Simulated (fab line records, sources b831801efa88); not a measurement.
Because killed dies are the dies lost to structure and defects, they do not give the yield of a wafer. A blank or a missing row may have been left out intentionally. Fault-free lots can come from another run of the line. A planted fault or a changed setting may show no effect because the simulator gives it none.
Code-filled problem report in 8D (eight disciplines) form    flow gf180mcu    the parts of the form that need people (team, actions taken, sign-off) are left out
Where a reading is given only as a bound, like >300, the bound stands for it, and a mean or a difference that rests on one is marked > or <: the true number lies beyond.

== 1. THE PROBLEM ==
V3_W_RS at GF_V3_RS_MEAS_24 reads a mean of 44.111 ohm/sq on 9 wafers of 3 lots; wafers without a fault read 0.326 ohm/sq with a standard deviation of 0.0053. That is +99 or more standard deviations from the usual mean.
The step: measures by four-point-probe.
Seen first at day 27 06:11 on film-metro-02, wafer L523.1. Wafers with a number at this step in the record: 36, from 12 lots. By rule, "out" or "out of limits" means more than 4 standard deviations away from the usual mean. The rest of the wafers with a number are treated as sound.

== 2. WHAT IT IS, WHAT IT ISN'T ==
question                     is                            is not
which readings at this step  V3_W_RS                       -
which lots                   L523, L524, L525              L511, L512, L515, L517, L520, L526, L530, L531, L532
which wafers of those lots   all that have a number        -
read on which gauges         film-metro-02, film-metro-03  -
when                         from day 27 06:11             up to then (15 sound wafers); but 12 sound wafers of L526, L530, L531, L532 came after

== 3. SUSPECTS, AND WHAT RULES EACH OUT ==
Counting: any tool at a process step up to the reading is kept as a suspect provided that every lot that is out went through it and no sound lot did after the first of them.
- the gauge at GF_V3_RS_MEAS_24 has been ruled out. Those wafers that are out were read across 2 gauges (film-metro-02, film-metro-03).
- cvd-w-02 at GF_V3_CVD_23 (deposits W, target thk 350 nm, time 104.9 s): ruled out as a lasting fault. Following L523 (day 27 06:04), the first lot on it that is out, the sound lots L530, L531 were run on it.
Left after counting: nothing in the record.

== 4. THE CAUSE (what the simulator had put in) ==
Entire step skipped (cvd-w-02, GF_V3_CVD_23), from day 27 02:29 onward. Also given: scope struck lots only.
Counting ruled it out, wrongly: the rule takes a fault to strike every lot that its tool runs from its start on, and this one did not.

== 5. THE CHAIN OF EFFECTS, in route order ==
Rows list readings where the struck wafers' mean (over those with a number) sits beyond 3 standard deviations from the usual. Only readings for which the record gives a usual standard deviation are gone through. hours: the time from each lot's start at the first step in this table that gives one to its start at this step, as a median over the lots. sigmas: the change in usual standard deviations.
hours  step                     reading               usual         on struck wafers  change   sigmas
0      GF_V3_RS_MEAS_24         V3_W_RS               0.326 ohm/sq  44.111            +43.785  +99 or more
0      GF_V3_THK_MEAS_25        V3_W_THK              346 nm        <0                <-346    <-60
138    GF_PASSIVATION_PROBE_99  defect-limited-yield  90.4 %        0.0               -90.4    -75
138    GF_PASSIVATION_PROBE_99  killed_at_M0_to_M3    21            468               +447     +89
138    GF_PASSIVATION_PROBE_99  killed-dies           47            492               +445     +75
138    GF_PASSIVATION_PROBE_99  killed-on-rim         9.4           96.0              +86.6    +32
138    GF_PASSIVATION_PROBE_99  sort_bin_5_function   5.6 %         96.2              +90.6    +92
138    GF_PASSIVATION_PROBE_99  sort-n-pass           445           0                 -445     -75
138    GF_PASSIVATION_PROBE_99  sort-yield-pct        90.4 %        0.0               -90.4    -75
Its process steps:
- GF_PASSIVATION_PROBE_99
Readings that are blank on the struck wafers while sound wafers have them: chamber-pressure-Torr at GF_V3_CVD_23; heater-power-outer-w at GF_V3_CVD_23; heater-power-w at GF_V3_CVD_23.

== 6. WHAT WOULD HAVE CAUGHT IT SOONER ==
In this record the first reading out of limits at a measuring or inspecting step was taken at day 27 06:11, 4 hours after the fault began at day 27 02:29.
At GF_V3_CVD_23 the tool's readings are blank on the struck wafers, where sound wafers have them: an empty tool record is the first sign, and it was there at once.
